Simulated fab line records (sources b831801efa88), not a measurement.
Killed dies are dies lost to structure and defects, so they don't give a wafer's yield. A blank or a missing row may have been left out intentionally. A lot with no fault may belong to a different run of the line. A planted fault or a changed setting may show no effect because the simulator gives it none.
fab line records | flow sfq-line
record lots=5 | wafers=15 | last-day=93
route steps=325 shown M5@205 A5B@209 R5@212
lots that met no fault: taken from a fault-free run of the same line
start-h: start of the lot's first displayed wafer, in hours after the record's first day | wait-h: time in hours since the lot's previous step | " unchanged from the row above | L1.1+2: one row covering several wafers at once | - no value, or no start was given | * or withheld: withheld | < > ~ a bound
route shown NAME@n: names a module that has steps shown in the file, with the first one's number in the route | usual: average and standard deviation across the fault-free wafers | same: alike in all rows | chamber/n: place in a boat | sites: per-site readings | _std_site: the values' standard deviation | _edge_site: the outer-site mean with the inner-site mean subtracted | radius-mm: how far each site lies from the wafer's centre | mask NAME#n: copy n | behind: the most recent tool/chamber to have shaped the wafer | hold: cause of the lot's hold/its duration in hours/its outcome | device: whichever transistor did not switch (one of n, p or np) | end of line: tests run on the same wafers once the route is complete | step lacking rows: just its recipe | killed: the dies lost at the first sort to structure and to defects; this is not the yield of the wafer | map: a wafer's dies, marking killed ones x, the rest . and places with no die _
set.NAME: the setting that was run; set.NAME@STEP: the one run at that earlier step | model.NAME: the simulator's own value behind a step, which no gauge read
a table for each step, a row for each wafer; lots at some steps of the route
services: a tool's chamber out of use, with start hour (start-h, from the record's first day; less than 0 if before it), hours out, and reason
## steps
# step SFQ_TRILAYER_M5_BARC_OPEN_METAL_ETCH_161
# recipe mask-material=PR | chemistry=O2 | target-depth-nm=125 | target=BARC | icp-w=600 | bias-w=80 | pressure-mtorr=10 | time-s=41.7
# usual drypump-motor-current-A=6.2/0.42 | oes-product-au=0.685/0.0049
lot.wafer | tool         | chamber | start-h | wait-h | drypump-motor-current-A | oes-product-au | rf-hours-counter-h
L544.1    | rie-metal-02 | 0       | 1355.84 | 0.0    | 6.4                     | 0.694          | 123
L544.4    | "            | 0       | "       | "      | 6.4                     | 0.692          | -
L544.5    | "            | 0       | "       | "      | 6.4                     | 0.685          | -
L549.3    | rie-metal-01 | 1       | 1426.40 | 0.0    | 5.9                     | 0.689          | -
L549.4    | "            | 0       | "       | "      | 5.7                     | 0.694          | -
L549.6    | "            | 1       | "       | "      | 5.9                     | 0.689          | -
L557.1    | rie-metal-01 | 1       | 1581.23 | 0.0    | 5.9                     | 0.692          | 7
L557.4    | "            | 0       | "       | "      | 5.8                     | 0.691          | -
L557.6    | "            | 1       | "       | "      | 5.9                     | 0.676          | -
L563.4    | rie-metal-02 | 1       | 1590.89 | 0.1    | 6.8                     | 0.684          | -
L563.5    | "            | 1       | "       | "      | 6.8                     | 0.679          | -
L563.6    | "            | 1       | "       | "      | 6.8                     | 0.686          | -
L564.2    | rie-metal-02 | 1       | 1594.45 | 0.0    | 6.8                     | 0.694          | -
L564.4    | "            | 1       | "       | "      | 6.8                     | 0.687          | -
L564.5    | "            | 1       | "       | "      | 6.8                     | 0.681          | -
# step SFQ_TRILAYER_M5_ETCH_METAL_ETCH_126
# recipe target=Nb | stop-on=SiO2 | mask-material=PR | over-etch-frac=0.15 | time-s=203.2 | chemistry=Cl2/BCl3 | target-depth-nm=265 | icp-w=600 | bias-w=80 | pressure-mtorr=10
# step SFQ_TRILAYER_M5_STRIP_STRIP_127
# recipe gas=O2 | power-w=200 | platen-temp-c=40 | overash-fraction=0.65 | chemistry=O2 | pressure-mtorr=50
# step SFQ_TRILAYER_M5_STRIP_SOLV_CLEAN_128
# recipe chemistry=NMP | temp-c=70 | time-s=600
# step SFQ_TRILAYER_A5B_DEP_PECVD_129
# recipe material=SiO2 | temp-c=150 | time-s=133.33 | pressure-torr=2.4 | rf-w=183.3 | precursor=SiH4/N2O | target-thk-nm=600
# step SFQ_TRILAYER_A5B_CMP_CMP_130
# recipe stop-on=Nb | down-force-psi=3 | platen-rpm=60 | target-thk-nm=340.7
# usual motor-current-A=10.5/1.3 | platen-rpm=60.00/0.041 | slurry-filter-dp-kPa=13.51/0.13
lot.wafer | tool   | chamber | start-h | wait-h | motor-current-A | platen-rpm | slurry-filter-dp-kPa
L544.4    | cmp-02 | 2       | 1356.96 | 0.0    | 10.1            | 59.93      | 13.33
L544.1    | "      | 0       | 1357.96 | 1.0    | 12.2            | 60.02      | 13.39
L544.5    | "      | 3       | 1359.46 | 2.5    | 10.1            | 59.98      | 13.52
L549.4    | cmp-01 | 0       | 1428.50 | 1.0    | 11.0            | 60.02      | 13.35
L549.3    | "      | 1       | "       | "      | 11.2            | 59.95      | 13.48
L549.6    | "      | 3       | 1430.00 | 2.5    | 8.5             | 60.00      | 13.69
L557.1    | cmp-01 | 2       | 1582.85 | 0.5    | 11.1            | 59.92      | 13.63
L557.4    | "      | 0       | 1583.85 | 1.5    | 10.8            | 59.99      | 13.59
L557.6    | "      | 1       | "       | "      | 11.1            | 59.99      | 13.65
L563.4    | cmp-01 | 0       | 1600.85 | 8.0    | 10.9            | 60.00      | 13.77
L563.6    | "      | 3       | 1602.35 | 9.5    | 8.7             | 59.99      | 13.47
L563.5    | "      | 0       | "       | "      | 11.0            | 60.08      | 13.48
L564.4    | cmp-02 | 1       | 1603.15 | 6.7    | 9.2             | 60.00      | 13.59
L564.2    | "      | 3       | 1604.15 | 7.8    | 10.2            | 59.98      | 13.28
L564.5    | "      | 2       | 1605.65 | 9.2    | 10.0            | 59.97      | 13.66
# step SFQ_TRILAYER_A5B_METRO_MEASURE_131
# usual thk-nm=341/5.6
lot.wafer | tool          | chamber | start-h | wait-h | thk-nm
L544.1    | film-metro-04 | -       | 1359.96 | 1.5    | 338
L544.4    | "             | -       | "       | "      | 351
L544.5    | "             | -       | "       | "      | 347
L549.3    | film-metro-04 | -       | 1430.90 | 1.4    | 344
L549.4    | "             | -       | "       | "      | 341
L549.6    | "             | -       | "       | "      | 335
L557.1    | film-metro-02 | -       | 1585.35 | 2.0    | 341
L557.4    | "             | -       | "       | "      | 344
L557.6    | "             | -       | "       | "      | 344
L563.4    | film-metro-01 | -       | 1603.95 | 2.6    | 340
L563.5    | "             | -       | "       | "      | 343
L563.6    | "             | -       | "       | "      | 339
L564.2    | film-metro-01 | -       | 1606.35 | 1.7    | 343
L564.4    | "             | -       | "       | "      | 341
L564.5    | "             | -       | "       | "      | 348
# step SFQ_TRILAYER_R5_DEP_SPUTTER_132
# recipe material=Ti | base-pressure-pa=1.33e-06 | target-thk-nm=5 | power-w=2000 | time-s=5 | chamber-pressure-pa=0.4
# step SFQ_TRILAYER_R5_DEP_SPUTTER_133
# recipe material=MoNx | base-pressure-pa=1.33e-06 | target-thk-nm=40 | power-w=1000 | time-s=66.7 | chamber-pressure-pa=0.4
# usual throttle-valve-pct=29.9/0.86
lot.wafer | tool           | chamber | start-h | wait-h | throttle-valve-pct
L544.1    | pvd-sputter-05 | -       | 1361.18 | 0.0    | 30.8
L544.4    | "              | -       | "       | "      | 30.6
L544.5    | "              | -       | "       | "      | 29.3
L549.3    | pvd-sputter-03 | -       | 1431.72 | 0.0    | 30.5
L549.4    | "              | -       | "       | "      | 28.5
L549.6    | "              | -       | "       | "      | 28.2
L557.1    | pvd-sputter-03 | -       | 1586.57 | 0.0    | 29.4
L557.4    | "              | -       | "       | "      | 30.0
L557.6    | "              | -       | "       | "      | 28.4
L563.4    | pvd-sputter-05 | -       | 1604.57 | 0.0    | 30.1
L563.5    | "              | -       | "       | "      | 31.1
L563.6    | "              | -       | "       | "      | 30.4
L564.2    | pvd-sputter-04 | -       | 1607.37 | 0.0    | 28.8
L564.4    | "              | -       | "       | "      | 29.5
L564.5    | "              | -       | "       | "      | 28.9
# step SFQ_TRILAYER_R5_DEP_SPUTTER_134
# recipe material=Ti | base-pressure-pa=1.33e-06 | target-thk-nm=5 | power-w=2000 | time-s=5 | chamber-pressure-pa=0.4
# usual throttle-valve-pct=29.9/0.85
lot.wafer | tool           | chamber | start-h | wait-h | throttle-valve-pct
L544.1    | pvd-sputter-05 | -       | 1361.24 | 0.0    | 30.9
L544.4    | "              | -       | "       | "      | 30.3
L544.5    | "              | -       | "       | "      | 29.4
L549.3    | pvd-sputter-03 | -       | 1431.77 | 0.0    | 30.3
L549.4    | "              | -       | "       | "      | 28.1
L549.6    | "              | -       | "       | "      | 28.5
L557.1    | pvd-sputter-03 | -       | 1586.62 | 0.0    | 29.3
L557.4    | "              | -       | "       | "      | 29.6
L557.6    | "              | -       | "       | "      | 28.3
L563.4    | pvd-sputter-05 | -       | 1604.62 | 0.0    | 30.1
L563.5    | "              | -       | "       | "      | 31.0
L563.6    | "              | -       | "       | "      | 30.1
L564.2    | pvd-sputter-04 | -       | 1607.42 | 0.0    | 28.7
L564.4    | "              | -       | "       | "      | 29.5
L564.5    | "              | -       | "       | "      | 28.7
# step SFQ_R5_RS_MEAS_933
# recipe thk-meas-gauge=four-point-probe | reads=Ti_of_TRILAYER_R5_DEP_SPUTTER_134+MoNx_of_TRILAYER_R5_DEP_SPUTTER_133+Ti_of_TRILAYER_R5_DEP_SPUTTER_132
# usual R5_MONX_RS=7.07/0.072
lot.wafer | tool          | chamber | start-h | wait-h | R5_MONX_RS[ohm/sq]
L544.1    | film-metro-03 | -       | 1361.26 | 0.0    | 7.21
L544.4    | "             | -       | "       | "      | 7.28
L544.5    | "             | -       | "       | "      | 7.25
L549.3    | film-metro-01 | -       | 1431.83 | 0.0    | 7.11
L549.4    | "             | -       | "       | "      | 7.10
L549.6    | "             | -       | "       | "      | 7.13
L557.1    | film-metro-01 | -       | 1586.64 | 0.0    | 7.03
L557.4    | "             | -       | "       | "      | 7.05
L557.6    | "             | -       | "       | "      | 7.10
L563.4    | film-metro-02 | -       | 1604.70 | 0.1    | 7.16
L563.5    | "             | -       | "       | "      | 7.18
L563.6    | "             | -       | "       | "      | 7.09
L564.2    | film-metro-01 | -       | 1607.46 | 0.0    | 7.04
L564.4    | "             | -       | "       | "      | 7.05
L564.5    | "             | -       | "       | "      | 7.04
# step SFQ_R5_THK_MEAS_934
# recipe thk-meas-gauge=xrf | reads=MoNx_of_TRILAYER_R5_DEP_SPUTTER_133
# usual R5_MONX_THK=39.8/0.47
lot.wafer | tool          | chamber | start-h | wait-h | R5_MONX_THK[nm]
L544.1    | film-metro-03 | -       | 1361.38 | 0.1    | 38.6
L544.4    | "             | -       | "       | "      | 38.3
L544.5    | "             | -       | "       | "      | 38.5
L549.3    | film-metro-01 | -       | 1431.93 | 0.1    | 39.9
L549.4    | "             | -       | "       | "      | 39.4
L549.6    | "             | -       | "       | "      | 39.4
L557.1    | film-metro-01 | -       | 1586.76 | 0.1    | 40.1
L557.4    | "             | -       | "       | "      | 40.0
L557.6    | "             | -       | "       | "      | 39.7
L563.4    | film-metro-02 | -       | 1604.79 | 0.1    | 39.2
L563.5    | "             | -       | "       | "      | 39.5
L563.6    | "             | -       | "       | "      | 39.8
L564.2    | film-metro-01 | -       | 1607.57 | 0.1    | 40.2
L564.4    | "             | -       | "       | "      | 40.4
L564.5    | "             | -       | "       | "      | 40.1
# step SFQ_TRILAYER_R5_LITHO_COAT_141
# recipe resist=BARC | spin-rpm=3000 | resist-thk-nm=62
lot.wafer | tool           | chamber | start-h | wait-h | model.BARC_of_TRILAYER_R5_LITHO_COAT_141.thk-nm
L544.1    | litho-track-03 | 0       | 1361.44 | 0.1    | 62.03
L544.4    | "              | 0       | "       | "      | 61.68
L544.5    | "              | 0       | "       | "      | 61.76
L549.3    | litho-track-03 | 0       | 1432.07 | 0.1    | 62.21
L549.4    | "              | 0       | "       | "      | 62.03
L549.6    | "              | 0       | "       | "      | 61.97
L557.1    | litho-track-03 | 0       | 1586.82 | 0.1    | 62.09
L557.4    | "              | 0       | "       | "      | 65.66
L557.6    | "              | 0       | "       | "      | 62.15
L563.4+6  | litho-track-01 | 0       | 1604.97 | 0.2    | 62.05
L563.5    | "              | 0       | "       | "      | 62.13
L564.2    | litho-track-01 | 0       | 1607.67 | 0.1    | 62.06
L564.4    | "              | 0       | "       | "      | 61.69
L564.5    | "              | 0       | "       | "      | 61.88
# step SFQ_TRILAYER_R5_LITHO_COAT_136
# recipe resist=KrF | spin-rpm=3000 | resist-thk-nm=600
# step SFQ_TRILAYER_R5_LITHO_SOFTBAKE_140
# recipe temp-c=withheld | time-s=withheld | resist=KrF
# step SFQ_TRILAYER_R5_LITHO_EXPOSE_137
# recipe mask-id=R5 | na=0.6 | source-shape=conventional | sigma-outer=0.65 | target-cd-nm=500 | dose-mj=14.4
# step SFQ_TRILAYER_R5_LITHO_PEB_139
# recipe peb-temp-c=115 | peb-time-s=60 | resist=KrF
# step SFQ_TRILAYER_R5_LITHO_DEVELOP_138
# recipe time-s=60 | resist=KrF
# step SFQ_R5_OVL_MEAS_935
# usual R5_OVL=-5/5.6
lot.wafer | tool       | chamber | start-h | wait-h | R5_OVL[nm]
L544.1    | overlay-01 | -       | 1488.62 | 0.1    | 0
L544.4    | "          | -       | "       | "      | 0
L544.5    | "          | -       | "       | "      | -3
L549.3    | overlay-02 | -       | 1559.30 | 0.1    | -5
L549.4    | "          | -       | "       | "      | -1
L549.6    | "          | -       | "       | "      | 0
L557.1    | overlay-02 | -       | 1603.01 | 0.1    | -10
L557.4    | "          | -       | "       | "      | -3
L557.6    | "          | -       | "       | "      | -1
L563.4    | overlay-02 | -       | 1700.97 | 0.1    | -6
L563.5    | "          | -       | "       | "      | 1
L563.6    | "          | -       | "       | "      | -5
L564.2    | overlay-02 | -       | 1702.16 | 0.1    | -9
L564.4    | "          | -       | "       | "      | -7
L564.5    | "          | -       | "       | "      | -7
# step SFQ_TRILAYER_R5_BARC_OPEN_METAL_ETCH_177
# recipe mask-material=PR | chemistry=O2 | target-depth-nm=125 | target=BARC | icp-w=600 | bias-w=80 | pressure-mtorr=10 | time-s=41.7
# usual drypump-motor-current-A=6.2/0.46 | oes-product-au=0.685/0.0049
lot.wafer | tool         | chamber | start-h | wait-h | drypump-motor-current-A | oes-product-au | rf-hours-counter-h | model.etch.depth-nm
L544.1    | rie-metal-03 | 1       | 1488.65 | 0.0    | 6.3                     | 0.685          | 60                 | 62.03
L544.4    | "            | 0       | "       | "      | 5.5                     | 0.682          | -                  | 61.68
L544.5    | "            | 0       | "       | "      | 5.5                     | 0.678          | -                  | 61.76
L549.3    | rie-metal-02 | 1       | 1559.35 | 0.0    | 6.8                     | 0.689          | -                  | 62.21
L549.4    | "            | 0       | "       | "      | 6.4                     | 0.682          | -                  | 62.03
L549.6    | "            | 1       | "       | "      | 6.8                     | 0.678          | -                  | 61.97
L557.1    | rie-metal-02 | 0       | 1603.04 | 0.0    | 6.4                     | 0.682          | 15                 | 62.09
L557.4    | "            | 0       | "       | "      | 6.4                     | 0.701          | -                  | 65.66
L557.6    | "            | 1       | "       | "      | 6.8                     | 0.688          | -                  | 62.15
L563.4    | rie-metal-02 | 0       | 1701.01 | 0.0    | 6.4                     | 0.690          | -                  | 62.05
L563.5    | "            | 0       | "       | "      | 6.4                     | 0.685          | -                  | 62.13
L563.6    | "            | 1       | "       | "      | 6.8                     | 0.685          | -                  | 62.05
L564.2    | rie-metal-02 | 0       | 1702.19 | 0.0    | 6.4                     | 0.688          | 28                 | 62.06
L564.4    | "            | 0       | "       | "      | 6.4                     | 0.682          | -                  | 61.69
L564.5    | "            | 1       | "       | "      | 6.8                     | 0.695          | -                  | 61.88
# step SFQ_TRILAYER_R5_ETCH_METAL_ETCH_139
# recipe stop-on=SiO2 | mask-material=PR | chemistry=Cl2 | target-depth-nm=60 | icp-w=600 | bias-w=80 | pressure-mtorr=10 | time-s=40
## services
tool           | chamber | start-h | hours | kind
pvd-sputter-03 | -       | 1339.02 | 2.5   | repair
film-metro-04  | -       | 1348.70 | 2.0   | pm
rie-metal-01   | 1       | 1371.31 | 12.1  | repair
film-metro-01  | -       | 1384.41 | 1.9   | pm
cmp-01         | -       | 1389.07 | 4.4   | pm
cmp-01         | -       | 1401.37 | 1.4   | repair
pvd-sputter-04 | -       | 1408.84 | 3.5   | repair
rie-metal-02   | -       | 1421.68 | 28.1  | pm
cmp-02         | -       | 1426.95 | 8.3   | repair
rie-metal-01   | 0       | 1428.09 | 14.7  | repair
pvd-sputter-04 | -       | 1429.59 | 2.5   | repair
cmp-01         | -       | 1430.50 | 4.0   | pm
cmp-02         | -       | 1435.29 | 7.4   | pm
film-metro-04  | -       | 1445.72 | 2.0   | pm
cmp-01         | -       | 1447.80 | 3.9   | pm
cmp-01         | -       | 1451.21 | 4.6   | repair
rie-metal-02   | -       | 1457.38 | 5.9   | repair
cmp-01         | -       | 1490.43 | 2.6   | repair
cmp-01         | -       | 1499.61 | 10.3  | repair
pvd-sputter-03 | -       | 1521.05 | 12.4  | repair
pvd-sputter-03 | -       | 1556.54 | 5.2   | repair
pvd-sputter-03 | -       | 1603.38 | 0.5   | repair
cmp-01         | -       | 1658.28 | 3.1   | repair
pvd-sputter-05 | -       | 1670.34 | 3.5   | repair
## key
first-sign step=SFQ_TRILAYER_R5_BARC_OPEN_METAL_ETCH_177 | reading=oes-product-au | direction=up | sigmas=3.2 | usual=0.685 | struck=0.701
effect none on later readings
model-effect step=SFQ_TRILAYER_R5_LITHO_COAT_141 | value=BARC_of_TRILAYER_R5_LITHO_COAT_141.thk-nm | without=62.35 | struck=65.66
model-effect step=SFQ_TRILAYER_R5_BARC_OPEN_METAL_ETCH_177 | value=etch.depth-nm | without=62.35 | struck=65.66
met-at SFQ_TRILAYER_R5_LITHO_COAT_141
struck-wafers L557.4
onset-between 1432.07 1586.82
fault kind=process-parameter-drift | tool=litho-track-03 | chamber=- | onset-h=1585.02 | steps=SFQ_TRILAYER_R5_LITHO_COAT_141 | channel=resist-thk-nm | offset=3.2906 | shape=step | end-h=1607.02 | scope=struck-wafers-only | acts-in=these-recipes-only | stated=62
